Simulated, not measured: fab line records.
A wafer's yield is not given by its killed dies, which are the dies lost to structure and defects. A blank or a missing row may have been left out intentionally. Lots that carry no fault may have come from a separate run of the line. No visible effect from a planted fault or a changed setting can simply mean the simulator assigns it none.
Problem report, 8D (eight disciplines) form, completed by code	flow gf180mcu	the parts of the form that need people (team, actions taken, sign-off) are left out

== 1. PROBLEM STATEMENT ==
Mean of beamEnergyKeV at GF_NWELL_IMPLANT_08: 469.18 across 6 wafers in 2 lots; on wafers with no fault it is 449.99 (standard deviation 0.14). So: +99 or more standard deviations from the usual mean.
First observed at day 6 20:11: wafer L359.1, on implanter-04. The record has a number at this step for 18 wafers belonging to 6 lots. Rule for "out" (also "out of limits"): further than 4 standard deviations from the usual mean. All remaining wafers that have a number are taken as sound.

== 2. WHAT IT IS, WHAT IT ISN'T ==
question	is	is not
which readings at this step	beamEnergyKeV	-
which lots	L359, L360	L349, L353, L357, L367
which wafers of those lots	all that have a number	-
read on which tools	implanter-04	implanter-01, implanter-02
when	from day 6 20:11	up to then (9 sound wafers); but 3 sound wafers of L367 came after

== 3. SUSPECTS, AND WHAT RULES EACH OUT ==
Counting: a tool at a process step up to the reading stays a suspect if it ran every lot that is out and no sound lot after the first of them.
- plasmaAsher-04 at GF_DNWELL_STRIP_08 (strips in O2/N2): kept. Every lot that is out went through it, starting with L359 (day 6 04:23), and after that it ran no sound lot; the last sound lot it ran before then is L357 (day 5 15:47).
- implanter-04 at GF_NWELL_IMPLANT_08: kept. Every lot that is out went through it, starting with L359 (day 6 20:11), and after that it ran no sound lot; the last sound lot it ran before then is L357 (day 6 06:45). On those wafers its own readings are out: beamEnergyKeV.
Remaining after the count are plasmaAsher-04 at GF_DNWELL_STRIP_08 and implanter-04 at GF_NWELL_IMPLANT_08.

== 4. THE CAUSE (what the simulator had put in) ==
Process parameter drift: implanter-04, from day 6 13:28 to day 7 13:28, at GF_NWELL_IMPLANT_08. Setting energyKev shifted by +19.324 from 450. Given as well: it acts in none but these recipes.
This tool is one of the 2 suspects left after counting.

== 5. SEQUENCE OF EFFECTS, ordered by route ==
Rows list readings where the struck wafers' mean (over those with a number) sits beyond 3 standard deviations from the usual. Scope: only readings with a usual standard deviation given in the record; hours: median across lots of the time from each lot's start at the first step in this table that gives one to its start at this step; sigmas: change in usual standard deviations.
hours	step	reading	usual	on struck wafers	change	sigmas
0	GF_NWELL_IMPLANT_08	beamEnergyKeV	449.99	469.18	+19.19	+99 or more
The process steps in it:
- GF_NWELL_IMPLANT_08
At these later measuring or inspecting steps, every struck wafer for which the step has a row has a number for every such reading, and none has moved that far: GF_NWELL_TW_MEAS_11, GF_LVPWELL_OVL_MEAS_07, GF_LVPWELL_TW_MEAS_11, GF_MVSD_OVL_MEAS_07, GF_MVSD_TW_MEAS_11, GF_VT_IMPLANT_RS_MEAS_47.

== 6. HOW IT WOULD HAVE BEEN CAUGHT EARLIER ==
In this record no reading fell out of limits until day 6 20:11, 7 hours after the fault had begun at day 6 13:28.
